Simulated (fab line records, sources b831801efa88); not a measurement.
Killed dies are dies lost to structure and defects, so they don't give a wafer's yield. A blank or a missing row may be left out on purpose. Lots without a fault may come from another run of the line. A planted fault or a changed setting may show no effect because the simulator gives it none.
Problem report in the 8D (eight disciplines) form, filled by code | flow gf180mcu | the parts of the form that need people (team, actions taken, sign-off) are left out

1. THE PROBLEM
chamber_pressure_Torr at GF_V1_CVD_23 reads a mean of 42.95 Torr on 5 wafers of 3 lots; wafers without a fault read 40.01 Torr with a standard deviation of 0.095. That is +31 standard deviations from the usual mean.
The step: deposits W, target thk 350 nm, time 105.05 s.
First seen on wafer L128.2, day 20 06:11, on cvd_w-01. The record holds 39 wafers of 13 lots with a number at this step. Rule for "out", or "out of limits": more than 4 standard deviations from the usual mean. The other wafers with a number count as sound.

2. WHAT IT IS AND WHAT IT IS NOT
question                    | is                                     | is not
which readings at this step | chamber_pressure_Torr                  | heater_power_w
which lots                  | L128, L129, L131                       | L123, L125, L126, L127, L139, L140, L141, L143, L144, L146
which wafers of those lots  | L128.2, L128.3, L129.2, L129.6, L131.4 | L128.1, L129.4, L131.1, L131.5
read on which tools         | cvd_w-01                               | cvd_w-02
when                        | from day 20 06:11                      | up to then (13 sound wafers); but 21 sound wafers of L129, L131, L139, L140, L141, L143, L144, L146 came after

3. SUSPECTS, AND WHAT RULES EACH OUT
Counting: a tool at a process step up to the reading stays a suspect if it ran every lot that is out. Sound lots after the first of them don't rule it out here, since some wafers of a struck lot are sound.
- cvd_w-01 at GF_V1_CVD_23 (deposits W, target thk 350 nm, time 105.05 s): kept. It ran every lot that is out, first L128 (day 20 06:11); its last sound lot up to then is L127 (day 19 20:38). Its own readings are out on those wafers: chamber_pressure_Torr.
- Within cvd_w-01 at GF_V1_CVD_23: the wafers that are out ran in chamber 1; their sound lot-mates ran in chamber 0.
Left after counting: cvd_w-01 at GF_V1_CVD_23.

4. THE CAUSE (what the simulator had put in)
Process parameter drift: cvd_w-01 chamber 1, from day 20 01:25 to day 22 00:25, at GF_V1_CVD_23. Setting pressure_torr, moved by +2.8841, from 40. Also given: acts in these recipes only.
Counting left only this tool.

5. THE CHAIN OF EFFECTS, in route order
Each row: a reading whose mean over the struck wafers that have a number lies more than 3 standard deviations from the usual. Only readings for which the record gives a usual standard deviation are gone through. hours: the time from each lot's start at the first step in this table that gives one to its start at this step, as a median over the lots. sigmas: the change in usual standard deviations.
hours | step         | reading               | usual      | on struck wafers | change | sigmas
0     | GF_V1_CVD_23 | chamber_pressure_Torr | 40.01 Torr | 42.95            | +2.94  | +31
The process steps in it:
- GF_V1_CVD_23: deposits W, target thk 350 nm, time 105.05 s.

6. WHAT WOULD HAVE CAUGHT IT SOONER
In this record the first reading out of limits was taken at day 20 06:11, 5 hours after the fault began at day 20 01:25.
